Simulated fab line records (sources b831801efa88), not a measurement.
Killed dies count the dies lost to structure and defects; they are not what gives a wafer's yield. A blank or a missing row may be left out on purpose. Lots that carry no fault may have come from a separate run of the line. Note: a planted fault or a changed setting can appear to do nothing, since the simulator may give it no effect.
The tool behind it: which one?	flow sky130	Sampling: 12 lots, 36 wafers, 2 of 708 route steps

WHAT THE GAUGES READ, wafer by wafer
SKY_METAL2_OVL_MEAS_16.
lot	measured	on	METAL2_OVL (nm)
L594	day 35 09:33	overlay-01	3 6 -8
L595	day 35 14:25	overlay-02	3 -4 -2
L596	day 35 23:36	overlay-02	3 2 6
L597	day 36 13:09	overlay-02	2 11 11
L600	day 37 06:27	overlay-02	1 -1 1
L607	day 39 09:16	overlay-01	7 6 1
L611	day 40 15:02	overlay-02	-1 2 7
L610	day 40 15:22	overlay-01	3 -4 3
L612	day 41 02:41	overlay-01	6 2 8
L613	day 41 11:23	overlay-02	-2 0 -2
L614	day 41 19:38	overlay-02	1 6 8
L617	day 42 06:19	overlay-01	-1 -6 -3

WHICH TOOL RAN EACH LOT (tool, then ch and the chambers of the sampled wafers, then the start)
lot	SKY_VIA1_CMP_24
L594	cmp-02 ch 0,3, day 34 06:24
L595	cmp-02 ch 0,1,3, day 34 10:47
L596	cmp-02 ch 1,2,3, day 34 20:32
L597	cmp-01 ch 0,2,3, day 35 09:40
L600	cmp-02 ch 0,3, day 36 03:35
L607	cmp-01 ch 1,2,3, day 38 08:13
L611	cmp-02 ch 0,3, day 39 13:50
L610	cmp-01 ch 0,3, day 39 14:04
L612	cmp-01 ch 0,2,3, day 40 01:53
L613	cmp-02 ch 0,2,3, day 40 10:04
L614	cmp-02 ch 0,2,3, day 40 19:32
L617	cmp-01 ch 1,3, day 41 06:01
- SKY_VIA1_CMP_24: polishes, stops on SiO2, t overpolish 15 s, target thk 0 nm.

WHAT THE TOOLS THEMSELVES READ (means of the sampled wafers that have a number; where no wafer has one, the mark that the record gives instead)
SKY_VIA1_CMP_24.
lot	tool	motor_current_A (A)	overpolish_run_s (s)	time_to_endpoint_s (s)
L594	cmp-02	10.9	15.008	62
L595	cmp-02	10.9	15.002	65
L596	cmp-02	11.1	14.998	59
L597	cmp-01	11.4	14.996	64
L600	cmp-02	11.0	14.994	64
L607	cmp-01	10.9	15.004	65
L611	cmp-02	10.7	14.997	62
L610	cmp-01	11.6	14.997	65
L612	cmp-01	11.5	15.002	64
L613	cmp-02	10.7	14.994	66
L614	cmp-02	10.9	15.000	65
L617	cmp-01	10.3	15.001	63

THE ANSWER, worked out from the rows above alone
Rule: the usual values come from the lots themselves. Put in order of their means at a reading, lots are off if they are a third of the lots or fewer, leave a main group of 4 or more, and stand apart from it by a gap of 3 or more times the standard deviation of the main group's means; of several such gaps the widest counts. If all means in a main group match to the digits the tables above print for the reading, that group is not used. Also off: a lot with no number at a reading for which 4 or more lots have one. All remaining lots with rows at the step are treated as sound. Order of review: gauges by route order, followed by the tools' own readings, for which a lot's mean as printed above is used. At the first step where some lot is off, the reading lying furthest off is the one used; lots without a number count as furthest.
None of the lots is off at any reading shown; this tells nothing.

WHAT HAD BEEN PUT IN BY THE SIMULATOR
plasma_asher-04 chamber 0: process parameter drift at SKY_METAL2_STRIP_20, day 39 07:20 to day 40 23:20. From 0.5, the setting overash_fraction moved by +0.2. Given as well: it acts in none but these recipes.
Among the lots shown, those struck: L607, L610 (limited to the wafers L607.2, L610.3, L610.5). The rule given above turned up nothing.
